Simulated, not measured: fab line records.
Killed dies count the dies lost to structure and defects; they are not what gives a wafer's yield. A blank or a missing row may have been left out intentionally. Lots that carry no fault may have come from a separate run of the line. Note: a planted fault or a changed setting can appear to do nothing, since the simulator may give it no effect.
A lot that was struck, set against a sound lot / flow sky130 / 37 steps out of a route of 708
Sound: the wafers L492.1, L492.2, L492.6. Struck: wafer L500.1 (L500.5, L500.6, from the same lot, were not struck and are left out); the cause is given at the end.
Per side, at each step with rows, come the tool, then ch with its chambers, and then its first start. Under that, the readings that differ: sound wafers / struck wafers / difference of the means / sigmas: that difference in standard deviations of wafers without a fault.
alike: readings whose means differ by less than 2 such deviations, and words and numbers that are the same on both sides. not compared: withheld readings, readings that some wafer has no value for, bounds like >300 that may hide the same value, and numbers for which the record gives no deviation and whose values overlap.
A row with sigmas, a row that says differs or no value, or rows on one side alone: a step with any of these is where the two part. When numbers do not overlap yet have no deviation, they are printed without sigmas and do not part them. Lack of a reading on every wafer of one side parts them only where that side has two or more wafers.

first, 10 steps without rows for these wafers: SKY_VIA3_ETCH_15 (etches SiO2 in C4F8/O2/Ar, stops on TiN, target depth 507 nm, time 78 s); SKY_VIA3_STRIP_16 (strips in O2/N2); SKY_VIA3_STRIP_17 (strips in post etch residue remover, time 1200 s); SKY_VIA3_CLEAN_18 (cleans in IPA, time 180 s); SKY_VIA3_CLEAN_19 (cleans in O3/DIW); SKY_VIA3_SPUTTER_20 (material TiN, target thk 20 nm, time 80 s); SKY_VIA3_CVD_21 (deposits W, target thk 390 nm, time 117.31 s); SKY_VIA3_CMP_24 (polishes, stops on SiO2, t overpolish 20 s, target thk 0 nm); SKY_METAL4_SPUTTER_00 (material Ti, target thk 15 nm, time 10 s); SKY_METAL4_SPUTTER_01 (material TiN, target thk 20 nm, time 16.7 s).
SKY_METAL4_SPUTTER_02: material AlCu, target thk 735 nm, time 39.1 s.
  sound on pvd-sputter-04, day 42 11:30; struck on pvd-sputter-02, day 44 05:47
reading=model.AlCu_of_METAL4_SPUTTER_02.thk-nm (nm); sound=738.9 746.6 738.7; struck=515.1; difference=-226.3; sigmas=
  alike: chamber-pressure-pa, throttle-valve-pct
then, 24 steps without rows for these wafers: SKY_METAL4_SPUTTER_03 (material Ti, target thk 5 nm, time 3.3 s); SKY_METAL4_SPUTTER_04 (material TiN, target thk 70 nm, time 58.3 s); SKY_CAP2M_CVD_00 (deposits SiO2, target thk 15.5 nm); SKY_CAP2M_SPUTTER_02 (material TiN, target thk 200 nm, time 166.7 s); SKY_CAP2M_DEHYDRATE_05 (time 60 s); SKY_CAP2M_HMDS_06 (prime time 60 s); SKY_CAP2M_COAT_07 (resist thk 1140 nm); SKY_CAP2M_SOFTBAKE_08 (time 60 s); SKY_CAP2M_EXPOSE_09 (exposes mask CAP2M, target cd 1000 nm); SKY_CAP2M_PEB_10; SKY_CAP2M_DEVELOP_11 (develop time 60 s); SKY_CAP2M_METAL_ETCH_13 (etches TiN in Cl2/BCl3, stops on SiO2, target depth 220 nm, time 62.9 s); SKY_CAP2M_STRIP_14 (strips in O2/N2); SKY_CAP2M_STRIP_15 (strips in post etch residue remover, time 1200 s); SKY_CAP2M_CLEAN_16 (cleans in IPA, time 180 s); SKY_CAP2M_CLEAN_17 (cleans in O3/DIW); SKY_METAL4_DEHYDRATE_05 (time 60 s); SKY_METAL4_HMDS_06 (prime time 60 s); SKY_METAL4_COAT_07 (resist thk 60 nm); SKY_METAL4_COAT_08 (resist thk 1140 nm); SKY_METAL4_SOFTBAKE_09 (time 90 s); SKY_METAL4_EXPOSE_10 (exposes mask MM4, target cd 300 nm); SKY_METAL4_PEB_11; SKY_METAL4_DEVELOP_12 (develop time 60 s).
SKY_METAL4_METAL_ETCH_18: etches the open film in Cl2/BCl3, stops on SiO2, target depth 845 nm, time 183.1 s.
  sound on rie-metal-03 ch 0,1, day 44 09:19; struck on rie-metal-03 ch 1, day 46 01:44
reading=oes-product-au (a.u.); sound=0.867 0.870 0.869; struck=0.738; difference=-0.131; sigmas=-20
  alike: drypump-motor-current-A, throttle-valve-pct
  not compared: rf-hours-counter-h
-- the record jumps here: 4 days lie between the struck wafers' starts before and after (it left off in module METAL4 and takes up again in module PAD_OPEN, whose first step shown is number 708 of the route) --
SKY_PAD_OPEN_PROBE_99:
  sound on prober-02, day 48 03:10; struck on prober-02, day 49 15:02
reading=model.etest.met4.line-ohm-um; sound=0.1412 0.1401 0.1437; struck=0.2034; difference=+0.0617; sigmas=
reading=model.etest.via4-chain.rc-ohm; sound=0.8193 0.7751 0.8038; struck=0.8497; difference=+0.0503; sigmas=
reading=model.etest.met4.rs-ohm-sq; sound=0.04219 0.04191 0.04254; struck=0.06162; difference=+0.01941; sigmas=
  alike: defect-limited-yield, killed_at_M0_to_M3, killed_at_M4_up, killed-at-contacts, killed-at-front-end, killed-at-other, killed-dies, killed-open, killed-short, sort_bin_3_pad_short, sort_bin_5_function, sort_bin_6_memory, sort-n-pass, sort-yield-pct

## WHERE THEY PART
At SKY_METAL4_METAL_ETCH_18 and nowhere else, as far as this record goes. Later steps at which nothing parts them and some readings are alike: SKY_PAD_OPEN_PROBE_99.

WHY: what had been put in by the simulator
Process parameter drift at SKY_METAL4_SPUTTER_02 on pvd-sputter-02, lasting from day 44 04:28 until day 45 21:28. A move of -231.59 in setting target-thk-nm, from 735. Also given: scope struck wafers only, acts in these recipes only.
